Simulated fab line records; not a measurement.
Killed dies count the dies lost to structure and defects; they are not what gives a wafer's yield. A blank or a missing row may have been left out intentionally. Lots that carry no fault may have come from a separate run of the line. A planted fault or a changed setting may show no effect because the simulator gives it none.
What tool caused it? :: flow gf180mcu :: 10 lots, 30 wafers sampled, at 3 steps of a route of 602

## WHAT EACH GAUGE READ, for each wafer
GF_TOP_METAL_RS_MEAS_05: the measuring method here is four-point-probe.
lot: L667
measured: day 27 22:19
on: film metro-01
TOP_METAL_ALCU_RS (ohm/sq): 0.0324 0.0321 0.0321

lot: L670
measured: day 28 15:26
on: film metro-01
TOP_METAL_ALCU_RS (ohm/sq): 0.0329 0.0328 0.0327

lot: L671
measured: day 29 05:02
on: film metro-01
TOP_METAL_ALCU_RS (ohm/sq): 0.0327 0.0342 0.0326

lot: L675
measured: day 30 08:01
on: film metro-02
TOP_METAL_ALCU_RS (ohm/sq): 0.0325 0.0324 0.0322

lot: L678
measured: day 31 13:28
on: film metro-04
TOP_METAL_ALCU_RS (ohm/sq): 0.0318 0.0321 0.0321

lot: L680
measured: day 31 19:38
on: film metro-04
TOP_METAL_ALCU_RS (ohm/sq): 0.0314 0.0314 0.0319

lot: L682
measured: day 32 04:46
on: film metro-01
TOP_METAL_ALCU_RS (ohm/sq): 0.0318 0.0322 0.0321

lot: L685
measured: day 32 21:53
on: film metro-01
TOP_METAL_ALCU_RS (ohm/sq): 0.0328 0.0327 0.0329

lot: L686
measured: day 33 07:00
on: film metro-01
TOP_METAL_ALCU_RS (ohm/sq): 0.0321 0.0325 0.0324

lot: L688
measured: day 33 19:10
on: film metro-01
TOP_METAL_ALCU_RS (ohm/sq): 0.0328 0.0325 0.0329

## TOOL THAT RAN EACH LOT (tool first, then ch and the chambers of the sampled wafers, then the start)
lot: L667
GF_V5_ETCH_16: rie diel-04 ch 0,1,2, day 27 20:43
GF_TOP_METAL_SPUTTER_02: pvd sputter-04, day 27 22:14

lot: L670
GF_V5_ETCH_16: rie diel-01 ch 1,2, day 28 13:27
GF_TOP_METAL_SPUTTER_02: pvd sputter-01, day 28 15:18

lot: L671
GF_V5_ETCH_16: rie diel-03 ch 0,2, day 29 03:26
GF_TOP_METAL_SPUTTER_02: pvd sputter-04, day 29 04:57

lot: L675
GF_V5_ETCH_16: rie diel-03 ch 0,1,2, day 30 06:23
GF_TOP_METAL_SPUTTER_02: pvd sputter-01, day 30 07:56

lot: L678
GF_V5_ETCH_16: rie diel-01 ch 0,2,3, day 31 11:52
GF_TOP_METAL_SPUTTER_02: pvd sputter-02, day 31 13:22

lot: L680
GF_V5_ETCH_16: rie diel-04 ch 0,1,3, day 31 18:02
GF_TOP_METAL_SPUTTER_02: pvd sputter-02, day 31 19:32

lot: L682
GF_V5_ETCH_16: rie diel-04 ch 1,2,3, day 32 03:10
GF_TOP_METAL_SPUTTER_02: pvd sputter-02, day 32 04:40

lot: L685
GF_V5_ETCH_16: rie diel-01 ch 0,2,3, day 32 20:12
GF_TOP_METAL_SPUTTER_02: pvd sputter-02, day 32 21:47

lot: L686
GF_V5_ETCH_16: rie diel-01 ch 0,3, day 33 05:10
GF_TOP_METAL_SPUTTER_02: pvd sputter-02, day 33 06:49

lot: L688
GF_V5_ETCH_16: rie diel-04 ch 0,1,3, day 33 17:28
GF_TOP_METAL_SPUTTER_02: pvd sputter-04, day 33 19:04
- GF_V5_ETCH_16: etches BARC in N2/H2.
- GF_TOP_METAL_SPUTTER_02: material AlCu, target thk 900 nm, time 47.82 s.

## THE ANSWER, worked out from the rows above alone
Rule: usual is defined by the lots themselves. The widest of any qualifying gaps counts: lots, ordered by their means at a reading, are off when they make up no more than a third of the lots, leave a main group of 4 or more, and stand apart from it by 3 or more times the standard deviation of that group's means. The tables above print the reading to a certain number of digits; a main group whose means all agree to those digits is not used. Also off: a lot with no number at a reading for which 4 or more lots have one. Any other lot the step has rows for is counted as sound.
No lot is off on any of the readings shown, so nothing can be concluded from this.

## WHAT THE SIMULATOR HAD PUT IN
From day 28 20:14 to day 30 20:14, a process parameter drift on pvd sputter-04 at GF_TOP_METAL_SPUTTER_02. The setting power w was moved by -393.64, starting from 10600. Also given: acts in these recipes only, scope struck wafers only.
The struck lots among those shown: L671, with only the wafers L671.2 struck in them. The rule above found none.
